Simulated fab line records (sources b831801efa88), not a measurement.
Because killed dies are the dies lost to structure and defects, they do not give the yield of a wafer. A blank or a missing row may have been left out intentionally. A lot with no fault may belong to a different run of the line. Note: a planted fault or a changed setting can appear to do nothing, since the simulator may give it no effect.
A lot that was struck, set against a sound lot | flow gf180mcu | 17 out of 602 route steps
Sound: these wafers, L294.2, L294.3, L294.4. Struck: wafer L307.2; the same lot's L307.5 was not struck, so it is left out; see the end for the cause.
At each step with rows: each side's tool, then ch and its chambers, then its first start. Under that, the readings that differ: sound wafers | struck wafers | difference of the means | sigmas: that difference in standard deviations of wafers without a fault.
alike: a reading whose means differ by less than 2 such deviations, as well as words and numbers matching on both sides. not compared: withheld readings; readings where some wafer has no value; bounds like >300 that might hide an equal value; numbers whose values overlap and for which the record gives no deviation.
Wherever a step has rows on one side only, a row that says differs or no value, or a row with sigmas, the two part there. Numbers that don't overlap but have no deviation are shown without sigmas and don't part them. Lack of a reading on every wafer of one side parts them only where that side has two or more wafers.

first, 4 steps without rows for these wafers: GF_M2_SOFTBAKE_10 (time 60 s); GF_M2_EXPOSE_11 (exposes mask Metal2, target cd 280 nm); GF_M2_PEB_12 (peb time 90 s); GF_M2_DEVELOP_13 (develop time 60 s).
GF_M2_CD_MEAS_14: target cd 280 nm.
  struck on cd_sem-02, day 23 21:43; sound on cd_sem-01, day 18 21:20
  alike: cd_nm
GF_M2_OVL_MEAS_15:
  struck on overlay-01, day 23 21:49; sound on overlay-01, day 18 21:26
  reading     | sound     | struck | difference | sigmas
  M2_OVL (nm) | -9 -6 -11 | 5      | +14        | +2
GF_M2_METAL_ETCH_16: etches the open film in Cl2/BCl3, stops on SiO2, target depth 750.8 nm, time 125.1 s.
  sound on rie_metal-02 ch 0,1, day 18 21:28; struck on rie_metal-02 ch 0, day 23 21:51
  alike: bias_w, chamber_pressure_mTorr, drypump_motor_current_A, oes_product_au, throttle_valve_pct
  not compared: rf_hours_counter_h
GF_M2_STRIP_17: strips in O2/N2.
  sound on plasma_asher-01 ch 0,1, day 18 21:36; struck on plasma_asher-02 ch 0, day 23 21:59
  alike: chamber_pressure_mTorr, drypump_motor_current_A, heater_power_w, oes_product_au, strip_time_to_endpoint_s
  not compared: rf_hours_counter_h
then, 3 steps without rows for these wafers: GF_M2_STRIP_18 (strips in post etch residue remover, time 1200 s); GF_M2_CLEAN_19 (cleans in DIW); GF_V2_CVD_00 (deposits SiO2, target thk 600 nm, time 100 s).
GF_V2_THK_MEAS_01:
  struck on film_metro-01, day 23 22:36; sound on film_metro-02, day 18 22:15
  alike: V2_CVD_00_THK
GF_V2_CVD_02: deposits SiO2 from TEOS, target thk 850 nm, time 94.851 s.
  sound on pecvd-02 ch 0,1, day 18 22:18; struck on pecvd-01 ch 2, day 23 22:39
  reading                             | sound             | struck | difference | sigmas
  model.SiO2_of_V2_CVD_02.thk_nm (nm) | 840.9 844.3 870.1 | 1185   | +333       |
  alike: heater_power_outer_w, heater_power_w, susceptor_temp_C
GF_V2_THK_MEAS_03:
  struck on film_metro-01, day 23 22:44; sound on film_metro-01, day 18 22:23
  reading            | sound       | struck | difference | sigmas
  V2_CVD_02_THK (nm) | 841 845 869 | 1185   | +333       | +30
GF_V2_CMP_04: polishes SiO2.
  sound on cmp-01 ch 0,1,2, day 18 22:26; struck on cmp-01 ch 3, day 23 22:56
  reading                | sound    | struck | difference | sigmas
  time_to_endpoint_s (s) | 74 80 82 | 192    | +113       | +22
  alike: motor_current_A
GF_V2_BOW_MEAS_05:
  struck on film_metro-03, day 23 23:06; sound on film_metro-01, day 18 22:45
  alike: V2_BOW
after that, 1 step had no rows for these wafers: GF_PASSIVATION_PROBE_99.

WHERE THEY PART
First at GF_M2_OVL_MEAS_15; last, within this record, at GF_V2_CMP_04. Later steps at which nothing parts them and some readings are alike: GF_V2_BOW_MEAS_05.

WHY: what had been put in by the simulator
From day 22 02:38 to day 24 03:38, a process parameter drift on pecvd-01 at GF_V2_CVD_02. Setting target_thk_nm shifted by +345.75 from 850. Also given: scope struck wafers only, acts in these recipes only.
